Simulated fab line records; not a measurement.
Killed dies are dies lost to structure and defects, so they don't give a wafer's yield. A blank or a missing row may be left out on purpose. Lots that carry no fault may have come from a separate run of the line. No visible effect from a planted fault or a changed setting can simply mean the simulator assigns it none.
A lot that was struck, set against a sound lot + flow gf180mcu + 34 steps out of a route of 602
Sound: the wafers L599.2, L599.4, L599.6. Struck: wafer L588.4 (L588.3, L588.5, from the same lot, were not struck and are left out); the cause is given at the end.
At each step with rows: each side's tool, then ch and its chambers, then its first start. Under that, the readings that differ: sound wafers + struck wafers + difference of the means + sigmas: that difference in standard deviations of wafers without a fault.
alike: readings whose means differ by less than 2 such deviations, and words and numbers that are the same on both sides. not compared: withheld readings, readings that some wafer has no value for, bounds like >300 that may hide the same value, and numbers for which the record gives no deviation and whose values overlap.
Wherever a step has rows on one side only, a row that says differs or no value, or a row with sigmas, the two part there. When numbers do not overlap yet have no deviation, they are printed without sigmas and do not part them. Lack of a reading on every wafer of one side parts them only where that side has two or more wafers.

first, 2 steps without rows for these wafers: GF_M1_PEB_12 (peb time 90 s); GF_M1_DEVELOP_13 (develop time 60 s).
GF_M1_CD_MEAS_14: target cd 230 nm.
  sound on cd_sem-02 at day 23 23:30; struck on cd_sem-02 at day 20 04:07
| reading    | sound             | struck | difference | sigmas |
|------------|-------------------|--------|------------|--------|
| cd_nm (nm) | 232.7 232.2 233.6 | 228.5  | -4.3       | -4     |
GF_M1_OVL_MEAS_15:
  sound on overlay-01 at day 23 23:37; struck on overlay-02 at day 20 04:12
  alike: M1_OVL
GF_M1_METAL_ETCH_16: etches the open film in Cl2/BCl3, stops on SiO2, target depth 627.5 nm, time 104.6 s.
  sound on rie_metal-04 ch 1, day 23 23:38; struck on rie_metal-03 ch 1, day 20 04:16
| reading                     | sound       | struck | difference | sigmas |
|-----------------------------|-------------|--------|------------|--------|
| drypump_motor_current_A (A) | 5.1 5.1 5.1 | 6.1    | +1.0       | +2     |
  alike: oes_product_au, throttle_valve_pct
  not compared: rf_hours_counter_h
GF_M1_STRIP_17: strips in O2/N2.
  sound on plasma_asher-02 ch 0,1, day 23 23:45; struck on plasma_asher-04 ch 0, day 20 04:22
| reading                      | sound             | struck | difference | sigmas |
|------------------------------|-------------------|--------|------------|--------|
| heater_power_w (W)           | 293 286 300       | 359    | +66        | +2     |
| oes_product_au (a.u.)        | 0.559 0.567 0.566 | 0.550  | -0.014     | -3     |
| strip_time_to_endpoint_s (s) | 7.99 7.97 7.96    | 7.82   | -0.15      | -3     |
  alike: drypump_motor_current_A
  not compared: rf_hours_counter_h
then, 3 steps without rows for these wafers: GF_M1_STRIP_18 (strips in post etch residue remover, time 1200 s); GF_M1_CLEAN_19 (cleans in DIW); GF_V1_CVD_00 (deposits SiO2, target thk 600 nm, time 100 s).
GF_V1_THK_MEAS_01:
  sound on film_metro-03 at day 24 00:22; struck on film_metro-03 at day 20 04:58
  alike: V1_CVD_00_THK
GF_V1_CVD_02: deposits SiO2 from TEOS, target thk 850 nm, time 94.851 s.
  sound on pecvd-02 ch 0,2, day 24 00:25; struck on pecvd-03 ch 0, day 20 05:00
| reading            | sound       | struck | difference | sigmas |
|--------------------|-------------|--------|------------|--------|
| heater_power_w (W) | 667 640 727 | 874    | +196       | +2     |
GF_V1_THK_MEAS_03:
  sound on film_metro-02 at day 24 00:30; struck on film_metro-01 at day 20 05:05
  alike: V1_CVD_02_THK
GF_V1_CMP_04: polishes SiO2.
  sound on cmp-01 ch 0,1,2, day 24 00:33; struck on cmp-01 ch 0, day 20 05:27
| reading                             | sound             | struck | difference | sigmas |
|-------------------------------------|-------------------|--------|------------|--------|
| time_to_endpoint_s (s)              | 79 83 81          | 25     | -56        | -10    |
| model.SiO2_of_V1_CVD_02.thk_nm (nm) | 632.9 632.6 631.6 | 790.8  | +158.4     |        |
  alike: motor_current_A, slurry_flow_ml_min
GF_V1_BOW_MEAS_05:
  sound on film_metro-02 at day 24 00:52; struck on film_metro-01 at day 20 05:44
  alike: V1_BOW
then, 8 steps without rows for these wafers: GF_V1_DEHYDRATE_06 (time 60 s); GF_V1_HMDS_07 (prime time 60 s); GF_V1_COAT_08; GF_V1_COAT_09 (resist thk 1000 nm); GF_V1_SOFTBAKE_10 (time 60 s); GF_V1_EXPOSE_11 (exposes mask Via1, target cd 260 nm); GF_V1_PEB_12 (peb time 90 s); GF_V1_DEVELOP_13 (develop time 60 s).
GF_V1_CD_MEAS_14: target cd 260 nm.
  sound on cd_sem-01 at day 24 22:44; struck on cd_sem-02 at day 21 06:31
  alike: cd_nm
GF_V1_OVL_MEAS_15:
  sound on overlay-01 at day 24 22:51; struck on overlay-01 at day 21 06:37
  alike: V1_OVL
then, 1 step without rows for these wafers: GF_V1_ETCH_16 (etches BARC in N2/H2).
GF_V1_ETCH_17: etches SiO2 in C4F8/O2/Ar, stops on TiN, target depth 630 nm.
  sound on rie_diel-04 ch 1,2; struck on rie_diel-04 ch 3
| reading                        | sound             | struck | difference | sigmas |
|--------------------------------|-------------------|--------|------------|--------|
| oes_product_au (a.u.)          | 0.853 0.859 0.855 | 0.972  | +0.116     | +26    |
| model.V1.feature_depth_nm (nm) | 632.9 632.6 631.6 | 790.8  | +158.4     |        |
| model.etch.depth_nm (nm)       | 632.9 632.6 631.6 | 790.8  | +158.4     |        |
then, 5 steps without rows for these wafers: GF_V1_STRIP_18 (strips in O2/N2); GF_V1_STRIP_19 (strips in post etch residue remover, time 1200 s); GF_V1_CLEAN_20 (cleans in DIW); GF_V1_SPUTTER_21 (material Ti, target thk 15 nm, time 80.02 s); GF_V1_SPUTTER_22 (material TiN, target thk 10 nm, time 40 s).
GF_V1_CVD_23: deposits W, target thk 350 nm, time 105.05 s.
  sound on cvd_w-02 ch 0,1, day 24 23:38; struck on cvd_w-02 ch 0, day 21 07:26
  alike: heater_power_w
GF_V1_CMP_26: polishes, stops on SiO2, t overpolish 15 s, target thk 0 nm.
  sound on cmp-01 ch 1,2, day 25 00:14; struck on cmp-01 ch 2, day 21 07:41
| reading                             | sound             | struck | difference | sigmas |
|-------------------------------------|-------------------|--------|------------|--------|
| model.SiO2_of_V1_CVD_02.thk_nm (nm) | 629.1 628.8 627.8 | 787    | +158       |        |
  alike: motor_current_A, slurry_flow_ml_min
GF_M2_SPUTTER_00: material Ti, target thk 37.5 nm, time 150 s.
  sound on pvd_sputter-03 at day 25 00:32; struck on pvd_sputter-04 at day 21 07:59
  alike: throttle_valve_pct

## WHERE THEY PART
Last at GF_V1_ETCH_17 as far as this record goes, first at GF_M1_CD_MEAS_14. Later steps at which nothing parts them and some readings are alike: GF_V1_CVD_23, GF_V1_CMP_26, GF_M2_SPUTTER_00.

WHY: what the simulator had put in
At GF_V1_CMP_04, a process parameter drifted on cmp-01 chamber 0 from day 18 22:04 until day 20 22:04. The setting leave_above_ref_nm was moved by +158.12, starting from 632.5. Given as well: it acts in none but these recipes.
